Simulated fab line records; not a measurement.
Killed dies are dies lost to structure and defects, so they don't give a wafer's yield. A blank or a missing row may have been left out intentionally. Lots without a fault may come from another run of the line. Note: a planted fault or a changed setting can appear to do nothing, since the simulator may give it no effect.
Which tool was responsible? ; flow sky130 ; 13 lots, 39 wafers sampled, at 3 steps of a route of 708

WHAT THE GAUGES READ, wafer by wafer
SKY_VIA4_THK_MEAS_20: measures by xrf. Usual: VIA4_W_THK typically reads 489 nm, with standard deviation 5.6.
lot;measured;on;VIA4_W_THK (nm);flag
L611;day 43 03:01;filmMetro-04;490 488 487;
L613;day 43 12:18;filmMetro-03;487 491 490;
L615;day 44 03:06;filmMetro-02;493 497 490;
L616;day 44 08:40;filmMetro-02;498 490 493;
L617;day 44 13:31;filmMetro-04;494 499 496;
L618;day 44 21:34;filmMetro-02;487 484 494;
L619;day 45 01:38;filmMetro-04;480 482 477;
L620;day 45 09:48;filmMetro-04;498 491 491;
L622;day 46 05:13;filmMetro-02;492 489 494;
L623;day 46 04:55;filmMetro-03;477 486 480;
L627;day 47 02:19;filmMetro-03;488 483 481;
L629;day 47 16:17;filmMetro-03;496 488 492;
L630;day 47 18:57;filmMetro-03;489 492 485;

TOOL THAT RAN EACH LOT (tool first, then ch and the chambers of the sampled wafers, then the start)
lot;SKY_VT_ADJUST_HVTP_STRIP_10;SKY_VIA4_CVD_18
L611;plasmaAsher-04 ch 0,1, day 6 08:35;cvdW-02 ch 0,1, day 43 02:44
L613;plasmaAsher-01 ch 0,1, day 6 17:11;cvdW-02 ch 0,1, day 43 12:02
L615;plasmaAsher-03 ch 0,1, day 7 08:17;cvdW-01 ch 0,1, day 44 02:50
L616;plasmaAsher-04 ch 0,1, day 7 12:26;cvdW-01 ch 0, day 44 08:23
L617;plasmaAsher-01 ch 0,1, day 7 16:55;cvdW-01 ch 0,1, day 44 13:16
L618;plasmaAsher-01 ch 0, day 7 20:46;cvdW-01 ch 0,1, day 44 21:17
L619;plasmaAsher-03 ch 0,1, day 8 01:50;cvdW-02 ch 0,1, day 45 01:22
L620;plasmaAsher-03 ch 0,1, day 8 10:22;cvdW-01 ch 0, day 45 09:23
L622;plasmaAsher-03 ch 0,1, day 8 23:38;cvdW-01 ch 0,1, day 46 04:56
L623;plasmaAsher-03 ch 0, day 9 05:35;cvdW-01 ch 0,1, day 46 04:38
L627;plasmaAsher-03 ch 0,1, day 10 06:32;cvdW-01 ch 1, day 47 01:54
L629;plasmaAsher-03 ch 0,1, day 10 21:23;cvdW-02 ch 0,1, day 47 16:01
L630;plasmaAsher-01 ch 0,1, day 10 23:55;cvdW-02 ch 0,1, day 47 18:41
- SKY_VT_ADJUST_HVTP_STRIP_10: strips in O2/N2.
- SKY_VIA4_CVD_18: deposits W, target thk 505 nm, time 152.14 s.

AS READ BY THE TOOLS THEMSELVES (means over the sampled wafers that have a number; for cases with no such wafer, the mark the record gives instead)
SKY_VT_ADJUST_HVTP_STRIP_10. Usual: drypumpMotorCurrentA 5.5 A, standard deviation 0.41; oesProductAu 0.716 a.u., standard deviation 0.0046; stripTimeToEndpointS 14.16 s, standard deviation 0.033.
lot;tool;drypumpMotorCurrentA (A);oesProductAu (a.u.);stripTimeToEndpointS (s);flag
L611;plasmaAsher-04;5.2;0.714;14.16;
L613;plasmaAsher-01;5.3;0.717;14.13;
L615;plasmaAsher-03;5.9;0.712;14.13;
L616;plasmaAsher-04;5.2;0.712;14.17;
L617;plasmaAsher-01;5.2;0.712;14.15;
L618;plasmaAsher-01;4.8;0.713;14.18;
L619;plasmaAsher-03;5.9;0.718;14.16;
L620;plasmaAsher-03;5.9;0.717;14.15;
L622;plasmaAsher-03;6.0;0.714;14.16;
L623;plasmaAsher-03;6.0;0.716;14.21;
L627;plasmaAsher-03;5.9;0.720;14.16;
L629;plasmaAsher-03;5.9;0.714;14.15;
L630;plasmaAsher-01;5.2;0.718;14.18;

SKY_VIA4_CVD_18. Usual: heaterPowerW reads 896 W (standard deviation 77).
lot;tool;heaterPowerW (W);flag
L611;cvdW-02;843;
L613;cvdW-02;870;
L615;cvdW-01;900;
L616;cvdW-01;836;
L617;cvdW-01;964;
L618;cvdW-01;952;
L619;cvdW-02;862;
L620;cvdW-01;834;
L622;cvdW-01;968;
L623;cvdW-01;904;
L627;cvdW-01;1023;
L629;cvdW-02;854;
L630;cvdW-02;869;

THE ANSWER, worked out from the rows above alone
Rule: take the mean of a lot's wafers that have a number; if it is more than 3 standard deviations from the usual mean, the lot is off. A lot without any number at a reading at which 4 lots or more have one is off too. Where the step has rows for the other lots, those lots are counted as sound. After the gauges, taken in route order, come the tools' own readings; for these a lot's mean is taken, as printed above. The first step at which some lot is off is used, and at that step the reading that is off furthest; a lot without a number counts as furthest.
No lot is off on any of the readings shown, so nothing can be concluded from this.

WHAT WAS PUT IN BY THE SIMULATOR
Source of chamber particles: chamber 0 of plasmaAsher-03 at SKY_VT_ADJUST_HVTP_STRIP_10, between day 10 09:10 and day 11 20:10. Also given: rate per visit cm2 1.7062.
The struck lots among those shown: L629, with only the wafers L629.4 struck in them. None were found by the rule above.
